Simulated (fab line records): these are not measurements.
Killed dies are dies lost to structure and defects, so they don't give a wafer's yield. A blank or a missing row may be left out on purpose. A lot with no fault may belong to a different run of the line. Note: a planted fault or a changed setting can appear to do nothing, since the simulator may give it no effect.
fab line records | flow sky130 | part 2 of 2: steps 29 to 38 of 38
[record] lots = 5 wafers = 15 last-day = 49
route steps=708 shown LDD_P@262 LDD_HVN@267 LDD_HVP@278 LDD_LDN@289
lots that met no fault: from a run of the same line without faults
start-h: hours from the record's opening day to when the first of the lot's shown wafers began | wait-h: how many hours have passed since the lot's step before this one | " repeats the value in the row above | L1.1+2: a row that stands for several wafers | - no value, or no start was given | * or withheld: withheld | < > ~ a bound
route shown NAME@n: names a module that has steps shown in the file, with the first one's number in the route | usual: mean/standard deviation of fault-free wafers | same: alike in all rows | chamber/n: place in a boat | sites: each site's reading | _std_site: the standard deviation of these | _edge_site: inner sites' mean taken away from outer sites' mean | radius-mm: how far each site lies from the wafer's centre | mask NAME#n: copy n | behind: the tool/chamber that last shaped the wafer | hold: the reason the lot was held/the length of the hold in hours/how it ended | device: whichever transistor did not switch (one of n, p or np) | end of line: the route-end tests of the same wafers | where a step has no rows: the recipe by itself | killed: dies lost to structure and defects at the first sort, not the wafer's yield | map: shows each die of a wafer: x if killed, . if not, _ if none is there
set.NAME: the setting the step ran with; set.NAME@STEP: the setting that earlier step ran with | model.NAME: the simulator's own value behind a step, which no gauge read
a table for each step, a row for each wafer; lots at some steps of the route
services: when a tool's chamber went out of use (start-h, in hours from the record's first day, below 0 if earlier), for how many hours, and the reason
[[steps]]
[step SKY_LDD_LDN_HMDS_01]
[recipe] prime-time-s = 60 prime-temp-c = 120
// columns lot.wafer tool chamber start-h wait-h
L074.2+4+5 litho-track-04 0 515.71 0.1
L087.1+3+4 litho-track-03 0 623.13 0.1
L088.2+3+4 litho-track-03 0 628.10 0.1
L090.1+4+5 litho-track-04 0 651.39 0.1
L092.1+3+4 litho-track-02 0 666.96 0.1
[step SKY_LDD_LDN_COAT_02]
[recipe] resist = NOVOLAK spin-rpm = 3000 resist-thk-nm = 1140
[usual] spin-speed-rpm = 2999.7/1.7
// columns lot.wafer tool chamber start-h wait-h spin-speed-rpm
L074.2 litho-track-04 0 515.86 0.1 3000.6
L074.4 " 0 " " 2999.2
L074.5 " 0 " " 2998.5
L087.1 litho-track-03 0 623.28 0.1 3000.6
L087.3 " 0 " " 3000.7
L087.4 " 0 " " 3000.0
L088.2 litho-track-03 0 628.25 0.1 2999.9
L088.3 " 0 " " 3001.9
L088.4 " 0 " " 2999.5
L090.1 litho-track-04 0 651.54 0.1 2999.6
L090.4 " 0 " " 3002.1
L090.5 " 0 " " 3001.2
L092.1 litho-track-02 0 667.11 0.1 3001.1
L092.3 " 0 " " 2999.8
L092.4 " 0 " " 3002.2
[step SKY_LDD_LDN_SOFTBAKE_03]
[recipe] temp-c = 90 time-s = 60 resist = NOVOLAK
[usual] plate-temp-C = 90.06/0.11
// columns lot.wafer tool chamber start-h wait-h plate-temp-C
L074.2 litho-track-04 0 516.01 0.1 90.21
L074.4 " 0 " " 89.94
L074.5 " 0 " " 89.83
L087.1 litho-track-03 0 623.43 0.1 90.15
L087.3 " 0 " " 90.06
L087.4 " 0 " " 89.94
L088.2 litho-track-03 0 628.40 0.1 89.99
L088.3 " 0 " " 90.03
L088.4 " 0 " " 90.09
L090.1 litho-track-04 0 651.69 0.1 89.94
L090.4 " 0 " " 89.83
L090.5 " 0 " " 89.91
L092.1 litho-track-02 0 667.26 0.1 90.10
L092.3 " 0 " " 90.10
L092.4 " 0 " " 90.09
[step SKY_LDD_LDN_EXPOSE_04]
[recipe] mask-id = LDNTM na = 0.6 source-shape = conventional sigma-outer = 0.6 polarization = unpolarized target-cd-nm = 700 dose-mj = 140
[same] na = 0.6
// columns lot.wafer tool chamber start-h wait-h mask
L074.2+4+5 iline-stepper-02 0 - - LDNTM#0
L087.1+3+4 iline-stepper-01 0 - - LDNTM#0
L088.2+3+4 iline-stepper-01 0 - - LDNTM#0
L090.1+4+5 iline-stepper-02 0 - - LDNTM#0
L092.1+3+4 iline-stepper-02 0 - - LDNTM#0
[step SKY_LDD_LDN_PEB_05]
[recipe] temp-c = withheld time-s = * resist = NOVOLAK
// columns lot.wafer tool chamber start-h wait-h
L074.2+4+5 litho-track-04 0 - -
L087.1+3+4 litho-track-02 0 - -
L088.2+3+4 litho-track-03 0 - -
L090.1+4+5 litho-track-03 0 - -
L092.1+3+4 litho-track-03 0 - -
[step SKY_LDD_LDN_DEVELOP_06]
[recipe] resist = NOVOLAK developer = TMAH develop-time-s = 60 dev-temp-c = 23
// columns lot.wafer tool chamber start-h wait-h
L074.2+4+5 litho-track-04 0 531.36 0.1
L087.1+3+4 litho-track-02 0 637.31 0.1
L088.2+3+4 litho-track-03 0 642.35 0.1
L090.1+4+5 litho-track-03 0 665.18 0.1
L092.1+3+4 litho-track-03 0 681.43 0.1
[step SKY_LDD_LDN_OVL_MEAS_07]
[usual] LDD_LDN_OVL = -1.2/1.4
// columns lot.wafer tool chamber start-h wait-h LDD_LDN_OVL[nm]
L074.2 overlay-01 - 531.49 0.1 -1.6
L074.4 " - " " -2.0
L074.5 " - " " 0.3
L087.1 overlay-01 - 637.46 0.1 1.5
L087.3 " - " " 1.4
L087.4 " - " " 2.1
L088.2 overlay-01 - 642.48 0.1 -2.0
L088.3 " - " " -0.6
L088.4 " - " " -1.4
L090.1 overlay-02 - 665.33 0.1 -1.1
L090.4 " - " " 1.2
L090.5 " - " " -2.4
L092.1 overlay-02 - 681.58 0.1 -3.8
L092.3 " - " " -2.8
L092.4 " - " " -2.4
[step SKY_LDD_LDN_IMPLANT_08]
[recipe] species = As energy-kev = 15 dose-cm2 = 1.25e+13 tilt-deg = withheld rotation-deg = 23
[usual] end-station-pressure-torr = 5.08e-06/2.8e-07 rotation-deg = 23.002/0.019
// columns lot.wafer tool chamber start-h wait-h end-station-pressure-torr rotation-deg
L074.2 implanter-02 0 531.55 0.0 5.37e-06 23.008
L074.4 " 0 " " 5.46e-06 22.979
L074.5 " 0 " " 5.11e-06 22.996
L087.1 implanter-02 0 637.49 0.0 5.3e-06 23.000
L087.3 " 0 " " 5.15e-06 23.005
L087.4 " 0 " " 5.18e-06 23.009
L088.2 implanter-03 0 642.54 0.0 5.22e-06 23.024
L088.3 " 0 " " 5.38e-06 23.015
L088.4 " 0 " " 5.15e-06 23.019
L090.1 implanter-02 0 665.36 0.0 5.55e-06 23.025
L090.4 " 0 " " 5.41e-06 23.033
L090.5 " 0 " " 5.82e-06 23.024
L092.1 implanter-03 0 681.61 0.0 5.41e-06 23.002
L092.3 " 0 " " 4.67e-06 22.992
L092.4 " 0 " " 5.21e-06 22.993
[step SKY_LDD_LDN_IMPLANT_09]
[recipe] species = As energy-kev = 15 dose-cm2 = 1.25e+13 tilt-deg = withheld rotation-deg = 113
[usual] end-station-pressure-torr = 5.06e-06/2.6e-07 rotation-deg = 113.00/0.028
// columns lot.wafer tool chamber start-h wait-h end-station-pressure-torr rotation-deg
L074.2 implanter-02 0 531.70 0.1 5.27e-06 113.02
L074.4 " 0 " " 5.36e-06 112.96
L074.5 " 0 " " 4.85e-06 113.04
L087.1 implanter-02 0 637.64 0.1 5.29e-06 112.99
L087.3 " 0 " " 5.3e-06 112.98
L087.4 " 0 " " 4.73e-06 112.99
L088.2 implanter-03 0 642.69 0.1 5.21e-06 112.99
L088.3 " 0 " " 4.69e-06 113.02
L088.4 " 0 " " 4.96e-06 113.02
L090.1 implanter-02 0 665.51 0.1 4.85e-06 113.03
L090.4 " 0 " " 5.11e-06 112.96
L090.5 " 0 " " 5.3e-06 112.97
L092.1 implanter-03 0 681.76 0.1 5.26e-06 113.03
L092.3 " 0 " " 5.27e-06 113.03
L092.4 " 0 " " 5.08e-06 113.05
[step SKY_LDD_LDN_IMPLANT_10]
[recipe] species = As energy-kev = 15 dose-cm2 = 1.25e+13 tilt-deg = withheld rotation-deg = 203
[usual] end-station-pressure-torr = 5.08e-06/2.5e-07 rotation-deg = 203.00/0.037
// columns lot.wafer tool chamber start-h wait-h end-station-pressure-torr rotation-deg
L074.2 implanter-02 0 531.85 0.1 5.69e-06 202.98
L074.4 " 0 " " 5.15e-06 202.97
L074.5 " 0 " " 5.24e-06 202.95
L087.1 implanter-02 0 637.79 0.1 5.04e-06 202.98
L087.3 " 0 " " 4.85e-06 203.00
L087.4 " 0 " " 4.92e-06 203.00
L088.2 implanter-03 0 642.84 0.1 5.15e-06 203.05
L088.3 " 0 " " 4.83e-06 202.93
L088.4 " 0 " " 5.15e-06 202.96
L090.1 implanter-02 0 665.66 0.1 5.49e-06 202.97
L090.4 " 0 " " 5.36e-06 202.96
L090.5 " 0 " " 4.83e-06 202.98
L092.1 implanter-03 0 681.91 0.1 5.01e-06 202.97
L092.3 " 0 " " 4.7e-06 203.00
L092.4 " 0 " " 5.17e-06 202.96
[[services]]
// columns tool chamber start-h hours kind
iline-stepper-02 - 415.84 0.7 repair
implanter-04 - 417.03 1.9 repair
implanter-04 - 419.36 0.8 repair
plasma-asher-02 - 421.25 9.0 pm
implanter-03 - 431.58 5.6 pm
implanter-04 - 432.83 4.9 pm
implanter-01 - 435.99 2.4 repair
implanter-03 - 462.92 3.6 pm
implanter-02 - 472.04 24.0 pm
implanter-04 - 472.28 1.8 repair
implanter-04 - 499.40 13.5 repair
implanter-02 - 505.51 2.9 repair
implanter-04 - 512.95 22.9 pm
iline-stepper-01 - 523.47 1.7 pm
implanter-01 - 530.21 5.2 repair
implanter-02 - 544.04 1.8 repair
implanter-04 - 546.77 4.8 pm
implanter-04 - 552.04 8.7 repair
iline-stepper-02 - 560.95 1.7 pm
plasma-asher-03 - 574.38 0.4 repair
iline-stepper-02 - 577.90 13.2 repair
plasma-asher-02 - 600.76 0.3 repair
implanter-02 - 653.01 1.2 repair
implanter-01 - 669.66 1.6 repair
